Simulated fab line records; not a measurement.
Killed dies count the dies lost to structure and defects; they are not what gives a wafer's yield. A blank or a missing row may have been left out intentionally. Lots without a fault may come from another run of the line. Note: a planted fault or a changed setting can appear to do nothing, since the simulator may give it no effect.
Which of the tools did it? | flow sky130 | 9 lots, 27 wafers sampled, at 6 steps of a route of 708

WHAT EACH GAUGE READ, for each wafer
SKY_METAL5_RS_MEAS_05: a four-point-probe measurement.
lot  | measured     | on            | METAL5_ALCU_RS (ohm/sq)
L418 | day 43 19:10 | film-metro-04 | 0.02752 0.0274 0.0272
L420 | day 44 04:54 | film-metro-01 | 0.02675 0.02686 0.02704
L421 | day 44 10:53 | film-metro-02 | 0.03153 0.02697 0.02687
L422 | day 45 01:39 | film-metro-02 | 0.02684 0.02675 0.03156
L431 | day 47 05:12 | film-metro-02 | 0.02724 0.02709 0.02756
L433 | day 47 13:32 | film-metro-02 | 0.02692 0.02715 0.02732
L434 | day 47 17:24 | film-metro-01 | 0.02723 0.02717 0.02707
L436 | day 48 03:40 | film-metro-04 | 0.02688 0.02695 0.02697
L438 | day 49 04:04 | film-metro-02 | 0.02671 0.02669 0.02676

SKY_METAL5_THK_MEAS_06: measures by xrf.
lot  | measured     | on            | METAL5_ALCU_THK (nm)
L418 | day 43 19:17 | film-metro-04 | 1150 1154 1159
L420 | day 44 05:00 | film-metro-01 | 1170 1160 1156
L421 | day 44 11:00 | film-metro-02 | 978 1136 1142
L422 | day 45 01:45 | film-metro-02 | 1138 1143 970
L431 | day 47 05:18 | film-metro-02 | 1121 1129 1116
L433 | day 47 13:40 | film-metro-02 | 1141 1125 1122
L434 | day 47 17:31 | film-metro-01 | 1136 1142 1146
L436 | day 48 03:47 | film-metro-04 | 1168 1165 1156
L438 | day 49 04:11 | film-metro-02 | 1149 1138 1142

WHAT TOOL EACH LOT RAN ON (gives the tool, then ch and the chambers of the sampled wafers, and finally the start)
lot  | SKY_CAP2M_CVD_00                | SKY_CAP2M_STRIP_14                   | SKY_VIA4_CMP_21               | SKY_METAL5_SPUTTER_02
L418 | pecvd-02 ch 0,1,2, day 40 18:04 | plasma-asher-03 ch 0,1, day 41 17:52 | cmp-02 ch 0,1,3, day 43 18:42 | pvd-sputter-04, day 43 19:03
L420 | pecvd-02 ch 0,1,2, day 41 05:31 | plasma-asher-03 ch 0,1, day 42 04:55 | cmp-02 ch 0,1,2, day 44 04:30 | pvd-sputter-04, day 44 04:45
L421 | pecvd-04 ch 0,1,2, day 41 11:55 | plasma-asher-02 ch 0, day 42 10:23   | cmp-02 ch 1,2, day 44 10:25   | pvd-sputter-04, day 44 10:46
L422 | pecvd-01 ch 0,2, day 42 00:35   | plasma-asher-02 ch 0,1, day 43 00:10 | cmp-02 ch 0,3, day 45 01:09   | pvd-sputter-04, day 45 01:29
L431 | pecvd-02 ch 0,1,2, day 44 10:50 | plasma-asher-01 ch 0,1, day 45 08:16 | cmp-02 ch 2,3, day 47 04:40   | pvd-sputter-02, day 47 05:02
L433 | pecvd-04 ch 0,2, day 44 21:10   | plasma-asher-03 ch 0,1, day 45 17:59 | cmp-02 ch 0,1, day 47 13:04   | pvd-sputter-04, day 47 13:25
L434 | pecvd-02 ch 0,1,2, day 44 23:58 | plasma-asher-03 ch 0,1, day 45 21:56 | cmp-01 ch 0,3, day 47 16:55   | pvd-sputter-04, day 47 17:16
L436 | pecvd-04 ch 0,1, day 45 12:32   | plasma-asher-03 ch 0,1, day 46 09:04 | cmp-01 ch 1,2,3, day 48 03:20 | pvd-sputter-03, day 48 03:32
L438 | pecvd-04 ch 1,2, day 46 15:28   | plasma-asher-02 ch 0,1, day 47 11:01 | cmp-02 ch 0,1,2, day 49 03:38 | pvd-sputter-04, day 49 03:56
- SKY_CAP2M_CVD_00: deposits SiO2, target thk 15.5 nm.
- SKY_CAP2M_STRIP_14: strips in O2/N2.
- SKY_VIA4_CMP_21: polishes, stops on SiO2, t overpolish 25 s, target thk 0 nm.
- SKY_METAL5_SPUTTER_02: material AlCu, target thk 1150 nm, time 61.2 s.

WHAT THE TOOLS THEMSELVES READ (means of the sampled wafers that have a number; where no wafer has one, the mark that the record gives instead)
SKY_CAP2M_CVD_00.
lot  | tool     | heater-power-outer-w (W) | heater-power-w (W) | susceptor-temp-C (C)
L418 | pecvd-02 | 440                      | 767                | 399.95
L420 | pecvd-02 | 414                      | 715                | 400.04
L421 | pecvd-04 | 397                      | 666                | 400.00
L422 | pecvd-01 | 380                      | 647                | 400.17
L431 | pecvd-02 | 430                      | 736                | 400.13
L433 | pecvd-04 | 368                      | 663                | 399.97
L434 | pecvd-02 | 443                      | 760                | 399.98
L436 | pecvd-04 | 464                      | 716                | 399.90
L438 | pecvd-04 | 452                      | 712                | 400.04

SKY_CAP2M_STRIP_14.
lot  | tool            | drypump-motor-current-A (A) | n2-flow-sccm (sccm) | oes-product-au (a.u.) | strip-time-to-endpoint-s (s)
L418 | plasma-asher-03 | 5.7                         | 298.6               | 0.708                 | 12.66
L420 | plasma-asher-03 | 5.7                         | 299.8               | 0.712                 | 12.62
L421 | plasma-asher-02 | 5.2                         | 299.2               | 0.708                 | 12.60
L422 | plasma-asher-02 | 5.8                         | 299.9               | 0.709                 | 12.67
L431 | plasma-asher-01 | 6.2                         | 300.7               | 0.706                 | 12.68
L433 | plasma-asher-03 | 5.7                         | 300.2               | 0.715                 | 12.69
L434 | plasma-asher-03 | 5.7                         | 298.4               | 0.712                 | 12.65
L436 | plasma-asher-03 | 5.7                         | 300.5               | 0.712                 | 12.66
L438 | plasma-asher-02 | 5.5                         | 300.2               | 0.710                 | 12.81

SKY_VIA4_CMP_21.
lot  | tool   | motor-current-A (A) | overpolish-run-s (s) | retaining-ring-pressure-frac | slurry-filter-dp-kPa (kPa) | time-to-endpoint-s (s)
L418 | cmp-02 | 11.1                | 25.003               | 0.994                        | 13.59                      | 125
L420 | cmp-02 | 11.6                | 24.999               | 0.999                        | 13.55                      | 122
L421 | cmp-02 | 11.5                | 24.994               | 0.996                        | 13.58                      | 118
L422 | cmp-02 | 10.9                | 24.995               | 0.997                        | 13.59                      | 122
L431 | cmp-02 | 10.5                | 24.993               | 0.996                        | 13.53                      | 122
L433 | cmp-02 | 11.8                | 24.992               | 0.998                        | 13.51                      | 122
L434 | cmp-01 | 10.7                | 25.006               | 1.000                        | 13.40                      | 125
L436 | cmp-01 | 11.0                | 25.005               | 1.003                        | 13.43                      | 124
L438 | cmp-02 | 11.7                | 24.998               | 1.004                        | 13.49                      | 128

SKY_METAL5_SPUTTER_02.
lot  | tool           | cathode-dc-power-W (W) | throttle-valve-pct (%)
L418 | pvd-sputter-04 | 10599                  | 30.8
L420 | pvd-sputter-04 | 10599                  | 30.0
L421 | pvd-sputter-04 | 10075                  | 29.4
L422 | pvd-sputter-04 | 10076                  | 30.8
L431 | pvd-sputter-02 | 10600                  | 30.8
L433 | pvd-sputter-04 | 10600                  | 30.9
L434 | pvd-sputter-04 | 10599                  | 30.1
L436 | pvd-sputter-03 | 10600                  | 30.7
L438 | pvd-sputter-04 | 10599                  | 30.2

THE ANSWER, worked out from the rows above alone
Rule: the usual values come from the lots themselves. The widest of any qualifying gaps counts: lots, ordered by their means at a reading, are off when they make up no more than a third of the lots, leave a main group of 4 or more, and stand apart from it by 3 or more times the standard deviation of that group's means. If all means in a main group match to the digits the tables above print for the reading, that group is not used. Also off: a lot with no number at a reading for which 4 or more lots have one. Where the step has rows for the other lots, those lots are counted as sound. First the gauges in route order, then the tools' own readings, where a lot's mean is used as printed above. At the first step where some lot is off, the reading lying furthest off is the one used; lots without a number count as furthest.
Off: L421, L422, seen at SKY_METAL5_RS_MEAS_05 (METAL5_ALCU_RS). Mean 0.02707 ohm/sq and standard deviation 0.00022 in the main group.
If a tool, at a process step before that reading, ran all the lots that are off and no sound lot after the first of them, it fits. The gauges at SKY_METAL5_RS_MEAS_05 aren't tried: what is off there is off at SKY_METAL5_SPUTTER_02 too, on other tools, and a gauge's error can't cause that. None of those tried fits.

WHAT WAS PUT IN BY THE SIMULATOR
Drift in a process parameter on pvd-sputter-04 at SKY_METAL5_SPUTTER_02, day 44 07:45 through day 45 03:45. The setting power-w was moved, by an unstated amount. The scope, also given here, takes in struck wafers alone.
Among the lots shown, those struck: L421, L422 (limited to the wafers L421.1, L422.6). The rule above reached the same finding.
